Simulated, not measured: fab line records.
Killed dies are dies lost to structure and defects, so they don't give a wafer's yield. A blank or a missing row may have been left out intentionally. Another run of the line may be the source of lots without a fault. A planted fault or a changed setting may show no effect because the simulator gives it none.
Code-filled problem report in 8D (eight disciplines) form    flow sky130    the parts of the form that need people (team, actions taken, sign-off) are left out

1. THE PROBLEM
killedAtContacts at SKY_PAD_OPEN_PROBE_99 reads a mean of 174 on 1 wafer of 1 lot; wafers without a fault read 24 with a standard deviation of 6.2. That is +24 standard deviations from the usual mean.
Seen first at day 49 07:18 on prober-01, wafer L155.1. The record has a number at this step for 9 wafers belonging to 3 lots. Rule for "out" (also "out of limits"): further than 4 standard deviations from the usual mean. Any other wafer with a number is counted as sound.

2. WHAT THIS IS AND IS NOT
question                     is                                         is not
which readings at this step  killedAtContacts, killedDies, killedOnRim  killed_at_M4_up, killedAtFrontEnd, killedAtOther
which lots                   L155                                       L152, L163
which wafers of those lots   L155.1                                     L155.2, L155.3
read on which tools          prober-01                                  prober-02
when                         from day 49 07:18                          up to then (3 sound wafers); but 5 sound wafers of L155, L163 came after

3. THE SUSPECTS, EACH WITH WHAT RULES IT OUT
Counting: a tool at a process step up to the reading stays a suspect if it ran every lot that is out. Sound lots after the first of them don't rule it out here, since some wafers of a struck lot are sound.
- cmp-01 at SKY_CONTACT_CMP_04 (polishes SiO2): kept. It ran the lot that is out, L155 (day 35 03:33).
- cmp-02 at SKY_VIA4_CMP_02 (polishes SiO2): kept. It ran the lot that is out, L155 (day 45 20:32).
- prober-01 at SKY_PAD_OPEN_PROBE_99: kept. It ran the lot that is out, L155 (day 49 07:18); its last sound lot up to then is L152 (day 47 19:30). On those wafers its own readings are out: killedAtContacts, killedDies, killedOnRim.
- In cmp-01 at SKY_CONTACT_CMP_04, the wafers that are out were processed in chamber 0 and their sound lot-mates in chambers 1, 3.
- In cmp-02 at SKY_VIA4_CMP_02, the wafers that are out were processed in chamber 2 and their sound lot-mates in chambers 0, 1.
After the count, these remain: cmp-01 at SKY_CONTACT_CMP_04, cmp-02 at SKY_VIA4_CMP_02 and prober-01 at SKY_PAD_OPEN_PROBE_99.

4. THE CAUSE (what the simulator had put in)
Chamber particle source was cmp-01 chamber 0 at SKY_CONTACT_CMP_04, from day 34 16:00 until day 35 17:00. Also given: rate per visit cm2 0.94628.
Counting leaves 3 suspects; this tool is one of them.

5. THE EFFECT CHAIN, in route order
Each row: a reading whose mean over the struck wafers that have a number lies more than 3 standard deviations from the usual. Only readings whose record carries a usual standard deviation are examined. hours: median over the lots of the time between each lot's start at the first step of this table that gives one and its start at this step. sigmas: the change, counted in usual standard deviations.
hours  step                   reading           usual  on struck wafers  change  sigmas
0      SKY_PAD_OPEN_PROBE_99  killedAtContacts  24     174               +150    +24
0      SKY_PAD_OPEN_PROBE_99  killedDies        87     213               +126    +13
0      SKY_PAD_OPEN_PROBE_99  killedOnRim       16     34                +18     +4.9
The process steps in it:
- SKY_PAD_OPEN_PROBE_99

6. HOW IT WOULD HAVE BEEN CAUGHT EARLIER
351 hours passed between the start of the fault at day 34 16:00 and the first reading out of limits in this record, taken at day 49 07:18.
An alarm limit of 4 standard deviations would not have fired on the tool readings at SKY_CONTACT_CMP_04 for which the record gives a usual standard deviation, since none of them was out on any struck wafer.
Each of the lots that are out, 1 in all, had begun SKY_CONTACT_CMP_04 on cmp-01 no later than day 49 07:18. Had the tool been put on hold then, not one of them would have been saved.
